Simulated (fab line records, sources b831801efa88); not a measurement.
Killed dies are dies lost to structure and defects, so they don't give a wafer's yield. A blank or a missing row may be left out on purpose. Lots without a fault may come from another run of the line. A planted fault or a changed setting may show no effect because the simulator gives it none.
Which tool did it? | flow sky130 | 12 lots, 34 wafers sampled, at 5 steps of a route of 708

WHAT THE GAUGES READ, wafer by wafer
SKY_VT_ADJUST_LVTN_OVL_MEAS_07.
lot  | measured     | on         | VT_ADJUST_LVTN_OVL (nm)
L721 | day 7 07:41  | overlay-01 | -0.1 -0.2 0.1
L722 | day 7 14:46  | overlay-02 | 1.2 -0.5 0.0
L723 | day 7 17:09  | overlay-02 | 0.2 -1.1 0.2
L724 | day 7 23:56  | overlay-02 | -0.1 0.4 -0.4
L725 | day 8 03:38  | overlay-01 | 0.5 0.5 1.4
L726 | day 8 07:02  | overlay-02 | 0.9 0.7 1.4
L727 | day 8 13:30  | overlay-02 | 0.5 0.3
L728 | day 8 22:21  | overlay-01 | 0.0 -0.8 -0.4
L732 | day 9 22:52  | overlay-01 | 1.6 2.2 1.3
L734 | day 10 19:20 | overlay-02 | -0.7 0.2 1.9
L743 | day 13 05:31 | overlay-01 | 2.1 1.6 1.1
L744 | day 13 10:50 | overlay-01 | 1.5 0.4

SKY_VT_ADJUST_HVTR_OVL_MEAS_08.
lot  | measured     | on         | VT_ADJUST_HVTR_OVL (nm)
L721 | day 10 02:02 | overlay-01 | 0.7 1.5 1.3
L722 | day 10 09:53 | overlay-02 | 1.2 0.4 0.4
L723 | day 10 11:52 | overlay-02 | 1.3 1.1 1.1
L724 | day 10 19:51 | overlay-01 | 0.1 3.7 1.2
L725 | day 11 00:24 | overlay-01 | 0.4 2.4 1.2
L726 | day 11 04:33 | overlay-01 | -0.2 1.2 0.6
L727 | day 11 11:25 | overlay-02 | -1.4 -0.6
L728 | day 11 21:09 | overlay-02 | 2.4 0.7 3.6
L732 | day 13 01:26 | overlay-01 | -0.1 0.8 0.0
L734 | day 14 01:22 | overlay-02 | 0.4 2.7 0.7
L743 | day 16 15:59 | overlay-02 | -0.1 0.5 0.0
L744 | day 16 19:50 | overlay-02 | 0.7 1.5

SKY_SONOS_ONO_THK_MEAS_03.
lot  | measured     | on            | SONOS_ONO_CVD_02_THK (nm)
L721 | day 12 08:28 | film_metro-02 | 10.48 10.36 10.40
L722 | day 12 16:54 | film_metro-01 | 10.52 10.47 10.45
L723 | day 12 17:56 | film_metro-02 | 10.47 10.33 10.31
L724 | day 13 02:55 | film_metro-01 | 10.49 10.34 10.45
L725 | day 13 06:44 | film_metro-04 | 10.40 10.49 10.43
L726 | day 13 14:35 | film_metro-04 | 10.43 10.41 10.47
L727 | day 13 21:01 | film_metro-04 | 10.43 10.50
L728 | day 14 08:32 | film_metro-02 | 10.44 10.31 10.56
L732 | day 15 11:23 | film_metro-01 | 10.40 10.22 10.22
L734 | day 16 12:55 | film_metro-01 | 18.18 18.18 18.16
L743 | day 19 08:53 | film_metro-02 | 10.40 10.48 10.43
L744 | day 19 12:08 | film_metro-02 | 10.55 10.58

SKY_SONOS_ONO_OVL_MEAS_14.
lot  | measured     | on         | SONOS_ONO_OVL (nm)
L721 | day 13 12:54 | overlay-01 | 0.0 -1.0 -1.0
L722 | day 13 20:52 | overlay-02 | -0.3 -0.7 -1.0
L723 | day 13 21:39 | overlay-01 | 1.8 2.5 1.3
L724 | day 14 06:58 | overlay-01 | 2.4 1.8 1.4
L725 | day 14 09:43 | overlay-01 | 0.1 -0.1 0.5
L726 | day 14 17:44 | overlay-02 | 0.9 2.5 1.8
L727 | day 15 00:31 | overlay-02 | 0.7 -2.0
L728 | day 15 12:57 | overlay-02 | -3.3 -2.0 -2.1
L732 | day 16 16:34 | overlay-02 | 1.2 -0.1 1.0
L734 | day 17 19:27 | overlay-01 | 2.5 -0.1 0.8
L743 | day 20 17:33 | overlay-01 | -1.8 -0.4 0.5
L744 | day 20 20:58 | overlay-01 | -0.6 -1.5

WHICH TOOL RAN EACH LOT (tool, then ch and the chambers of the sampled wafers, then the start)
lot  | SKY_SONOS_ONO_CVD_02
L721 | lpcvd-02 ch 1, day 12 07:25
L722 | lpcvd-02 ch 0, day 12 15:50
L723 | lpcvd-02 ch 1, day 12 16:53
L724 | lpcvd-02 ch 0, day 13 01:50
L725 | lpcvd-02 ch 1, day 13 05:40
L726 | lpcvd-02 ch 0, day 13 13:32
L727 | lpcvd-02 ch 0, day 13 19:26
L728 | lpcvd-02 ch 0, day 14 06:58
L732 | lpcvd-02 ch 0, day 15 10:20
L734 | lpcvd-02 ch 1, day 16 11:52
L743 | lpcvd-02 ch 1, day 19 07:50
L744 | lpcvd-02 ch 1, day 19 11:04
- SKY_SONOS_ONO_CVD_02: deposits Si3N4 from DCS/NH3, target thk 10.5 nm, time 180 s.

WHAT THE TOOLS THEMSELVES READ (means of the sampled wafers that have a number; where no wafer has one, the mark that the record gives instead)
SKY_SONOS_ONO_CVD_02.
lot  | tool     | spike_tc_bottom_C (C) | spike_tc_centre_C (C) | spike_tc_lower_C (C) | spike_tc_top_C (C) | spike_tc_upper_C (C) | susceptor_temp_C (C) | zone_power_centre_pct (%)
L721 | lpcvd-02 | 788.3                 | 769.3                 | 771.8                | 780.4              | 771.6                | 770.0                | 14.08
L722 | lpcvd-02 | 783.5                 | 770.7                 | 771.9                | 783.7              | 768.2                | 770.1                | 13.99
L723 | lpcvd-02 | 787.9                 | 769.7                 | 770.7                | 781.9              | 770.9                | 770.4                | 14.14
L724 | lpcvd-02 | 783.1                 | 771.6                 | 770.7                | 784.3              | 767.6                | 770.3                | 13.92
L725 | lpcvd-02 | 788.6                 | 770.3                 | 771.6                | 782.1              | 770.5                | 770.4                | 14.06
L726 | lpcvd-02 | 785.1                 | 770.6                 | 771.6                | 783.3              | 768.1                | 770.2                | 14.09
L727 | lpcvd-02 | 784.5                 | 769.5                 | 770.5                | 784.3              | 767.7                | 770.0                | 13.87
L728 | lpcvd-02 | 783.9                 | 770.5                 | 770.7                | 784.3              | 768.7                | 770.2                | 13.74
L732 | lpcvd-02 | 783.4                 | 771.0                 | 770.6                | 783.7              | 768.8                | 770.2                | 14.07
L734 | lpcvd-02 | 818.6                 | 801.3                 | 803.3                | 811.2              | 802.8                | 801.3                | 15.19
L743 | lpcvd-02 | 787.3                 | 768.7                 | 770.8                | 780.3              | 770.0                | 770.1                | 14.27
L744 | lpcvd-02 | 786.4                 | 769.0                 | 771.8                | 781.0              | 771.0                | 769.6                | 13.96

THE ANSWER, worked out from the rows above alone
Rule: what is usual is taken from the lots themselves. Put in order of their means at a reading, lots are off if they are a third of the lots or fewer, leave a main group of 4 or more, and stand apart from it by a gap of 3 or more times the standard deviation of the main group's means; of several such gaps the widest counts. A main group whose means are all the same, to the digits that the tables above print for the reading, isn't used. A lot without any number at a reading at which 4 lots or more have one is off too. The other lots that the step has rows for count as sound. The gauges are gone through in route order, then the tools' own readings, and for those a lot's mean is taken as printed above. The first step at which some lot is off is used, and at that step the reading that is off furthest; a lot without a number counts as furthest.
Off: L734, at SKY_SONOS_ONO_THK_MEAS_03 (SONOS_ONO_CVD_02_THK). The main group: mean 10.43 nm, standard deviation 0.066.
A tool fits if, at a process step before that reading, it ran every lot that is off, and no sound lot after the first of them. The gauges at SKY_SONOS_ONO_THK_MEAS_03 aren't tried: what is off there is off at SKY_SONOS_ONO_CVD_02 too, on other tools, and a gauge's error can't cause that. None of those tried fits.

WHAT THE SIMULATOR HAD PUT IN
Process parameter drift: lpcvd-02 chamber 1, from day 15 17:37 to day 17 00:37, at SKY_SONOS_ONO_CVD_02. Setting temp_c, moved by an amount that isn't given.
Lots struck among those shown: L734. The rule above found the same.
